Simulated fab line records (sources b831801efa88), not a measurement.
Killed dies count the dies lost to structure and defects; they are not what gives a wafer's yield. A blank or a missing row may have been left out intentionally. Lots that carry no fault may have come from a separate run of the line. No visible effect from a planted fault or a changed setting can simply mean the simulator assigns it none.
Which tool did it? | flow sky130 | route of 708 steps, sampled at 1 step: 11 lots, 33 wafers

## WHAT THE GAUGES READ, wafer by wafer
SKY_FIELD_ISO_CD_MEAS_13: target cd 150 nm. Usual: 149.6 nm for cd nm, sd 1.7.
lot  | measured    | on        | cd nm (nm)        | flag
L676 | day 2 07:04 | cd sem-01 | 152.5 153.5 153.6 |
L677 | day 2 12:28 | cd sem-02 | 150.3 150.3 150.3 |
L679 | day 2 20:54 | cd sem-02 | 148.2 147.0 146.4 |
L681 | day 3 07:22 | cd sem-02 | 149.8 147.4 149.4 |
L682 | day 3 12:56 | cd sem-01 | 152.0 152.5 151.2 |
L683 | day 3 17:50 | cd sem-02 | 147.8 145.6 146.2 |
L685 | day 4 03:50 | cd sem-01 | 152.2 150.6 151.5 |
L686 | day 4 09:51 | cd sem-02 | 152.6 152.3 153.5 |
L688 | day 4 19:00 | cd sem-01 | 148.6 147.1 149.2 |
L697 | day 6 17:40 | cd sem-01 | 149.2 148.1 148.4 |
L698 | day 6 23:25 | cd sem-01 | 147.6 147.8 146.5 |

## WHAT TOOL EACH LOT RAN ON (gives the tool, then ch and the chambers of the sampled wafers, and finally the start)
The record holds no process step before these readings.

## AS READ BY THE TOOLS THEMSELVES (means over the sampled wafers that have a number; for cases with no such wafer, the mark the record gives instead)
The record holds no such reading with a usual standard deviation.

## THE ANSWER, worked out from the rows above alone
Rule: lot off if the mean of its wafers having a number is beyond 3 standard deviations from the usual mean. A lot without any number at a reading at which 4 lots or more have one is off too. Any other lot the step has rows for is counted as sound. First the gauges in route order, then the tools' own readings, where a lot's mean is used as printed above. At the first step where some lot is off, the reading lying furthest off is the one used; lots without a number count as furthest.
Across all readings shown, no lot is off: no conclusion can be drawn from this.

## WHAT WAS PUT IN BY THE SIMULATOR
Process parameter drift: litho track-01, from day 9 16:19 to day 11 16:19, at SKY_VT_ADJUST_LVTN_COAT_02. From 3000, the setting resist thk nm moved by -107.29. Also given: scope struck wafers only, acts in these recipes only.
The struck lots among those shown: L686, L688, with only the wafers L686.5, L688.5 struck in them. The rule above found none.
